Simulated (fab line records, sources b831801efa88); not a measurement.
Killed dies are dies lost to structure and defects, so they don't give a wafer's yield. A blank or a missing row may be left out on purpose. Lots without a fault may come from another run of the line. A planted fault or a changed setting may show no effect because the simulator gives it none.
Which tool did it? | flow sky130 | 10 lots, 30 wafers sampled, at 4 steps of a route of 708

WHAT THE GAUGES READ, wafer by wafer
SKY_METAL2_CD_MEAS_15: target cd 140 nm. Usual: cd_nm 139.6 nm, standard deviation 1.8.
lot  | measured     | on        | cd_nm (nm)        | flag
L673 | day 34 22:26 | cd_sem-01 | 139.8 139.3 138.7 |
L675 | day 35 15:11 | cd_sem-02 | 139.6 139.8 140.7 |
L677 | day 36 00:09 | cd_sem-01 | 138.5 139.7 140.0 |
L676 | day 36 01:38 | cd_sem-02 | 139.9 141.3 141.1 |
L678 | day 36 12:31 | cd_sem-01 | 140.9 141.9 141.8 |
L687 | day 39 14:33 | cd_sem-01 | 142.5 142.2 142.5 |
L689 | day 40 02:33 | cd_sem-02 | 139.4 139.1 139.1 |
L691 | day 40 15:35 | cd_sem-02 | 140.5 138.9 138.5 |
L694 | day 41 11:06 | cd_sem-02 | 139.9 139.4 138.9 |
L695 | day 41 16:48 | cd_sem-02 | 141.8 141.1 142.7 |

WHICH TOOL RAN EACH LOT (tool, then ch and the chambers of the sampled wafers, then the start)
lot  | SKY_METAL2_SPUTTER_00        | SKY_METAL2_SPUTTER_04        | SKY_METAL2_COAT_09
L673 | pvd_sputter-01, day 33 20:00 | pvd_sputter-01, day 33 20:05 | litho_track-02 ch 0, day 34 09:31
L675 | pvd_sputter-04, day 34 12:16 | pvd_sputter-04, day 34 12:21 | litho_track-01 ch 0, day 35 01:02
L677 | pvd_sputter-01, day 34 22:04 | pvd_sputter-01, day 34 22:09 | litho_track-02 ch 0, day 35 10:59
L676 | pvd_sputter-02, day 34 23:01 | pvd_sputter-02, day 34 23:07 | litho_track-02 ch 0, day 35 12:04
L678 | pvd_sputter-01, day 35 09:41 | pvd_sputter-01, day 35 09:46 | litho_track-02 ch 0, day 35 22:59
L687 | pvd_sputter-01, day 38 13:58 | pvd_sputter-01, day 38 14:03 | litho_track-02 ch 0, day 39 02:41
L689 | pvd_sputter-01, day 39 01:52 | pvd_sputter-01, day 39 01:58 | litho_track-04 ch 0, day 39 14:26
L691 | pvd_sputter-02, day 39 15:05 | pvd_sputter-02, day 39 15:10 | litho_track-02 ch 0, day 40 03:37
L694 | pvd_sputter-02, day 40 10:03 | pvd_sputter-02, day 40 10:08 | litho_track-01 ch 0, day 40 22:11
L695 | pvd_sputter-01, day 40 16:40 | pvd_sputter-01, day 40 16:45 | litho_track-04 ch 0, day 41 04:23
- SKY_METAL2_SPUTTER_00: material Ti, target thk 15 nm, time 10 s.
- SKY_METAL2_SPUTTER_04: material TiN, target thk 70 nm, time 58.3 s.
- SKY_METAL2_COAT_09: resist thk 60 nm.

WHAT THE TOOLS THEMSELVES READ (means of the sampled wafers that have a number; where no wafer has one, the mark that the record gives instead)
SKY_METAL2_SPUTTER_00. Usual: throttle_valve_pct 30.3 %, standard deviation 1.2.
lot  | tool           | throttle_valve_pct (%) | flag
L673 | pvd_sputter-01 | 29.6                   |
L675 | pvd_sputter-04 | 30.4                   |
L677 | pvd_sputter-01 | 30.2                   |
L676 | pvd_sputter-02 | 30.2                   |
L678 | pvd_sputter-01 | 30.5                   |
L687 | pvd_sputter-01 | 31.3                   |
L689 | pvd_sputter-01 | 30.4                   |
L691 | pvd_sputter-02 | 30.3                   |
L694 | pvd_sputter-02 | 30.8                   |
L695 | pvd_sputter-01 | 31.3                   |

SKY_METAL2_SPUTTER_04. Usual: throttle_valve_pct 30.3 %, standard deviation 1.2.
lot  | tool           | throttle_valve_pct (%) | flag
L673 | pvd_sputter-01 | 29.8                   |
L675 | pvd_sputter-04 | 30.5                   |
L677 | pvd_sputter-01 | 30.4                   |
L676 | pvd_sputter-02 | 30.4                   |
L678 | pvd_sputter-01 | 30.3                   |
L687 | pvd_sputter-01 | 31.1                   |
L689 | pvd_sputter-01 | 30.5                   |
L691 | pvd_sputter-02 | 30.4                   |
L694 | pvd_sputter-02 | 30.6                   |
L695 | pvd_sputter-01 | 31.0                   |

SKY_METAL2_COAT_09. Usual: spin_speed_rpm 3000.5 rpm, standard deviation 1.9.
lot  | tool           | spin_speed_rpm (rpm) | flag
L673 | litho_track-02 | 2998.3               |
L675 | litho_track-01 | 3004.4               |
L677 | litho_track-02 | 2999.4               |
L676 | litho_track-02 | 3002.6               |
L678 | litho_track-02 | 3000.2               |
L687 | litho_track-02 | 2253.5               | OFF
L689 | litho_track-04 | 3001.3               |
L691 | litho_track-02 | 2254.7               | OFF
L694 | litho_track-01 | 2999.5               |
L695 | litho_track-04 | 2998.9               |

THE ANSWER, worked out from the rows above alone
Rule: a lot is off if the mean of its wafers that have a number lies more than 3 standard deviations from the usual mean. A lot without any number at a reading at which 4 lots or more have one is off too. The other lots that the step has rows for count as sound. The gauges are gone through in route order, then the tools' own readings, and for those a lot's mean is taken as printed above. The first step at which some lot is off is used, and at that step the reading that is off furthest; a lot without a number counts as furthest.
Off: L687, L691, at SKY_METAL2_COAT_09 (spin_speed_rpm).
A tool fits if, at that step or a process step before it, it ran every lot that is off, and no sound lot after the first of them. One fits: litho_track-02 at SKY_METAL2_COAT_09. Its last sound lot is L678 (day 35 22:59), its first lot that is off L687 (day 39 02:41): a fault that began between those two fits.
The tool's own readings at SKY_METAL2_COAT_09 bear it out: on the lots that are off they differ by more than 5 times the standard deviation of the sound lots' means. spin_speed_rpm reads 2254.1 rpm there against 3000.6 rpm on the sound lots.

WHAT THE SIMULATOR HAD PUT IN
Process parameter drift: litho_track-02, from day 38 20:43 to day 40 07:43, at SKY_METAL2_COAT_09. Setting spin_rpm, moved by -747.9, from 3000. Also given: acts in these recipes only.
Lots struck among those shown: L687, L691. The rule above found the same.
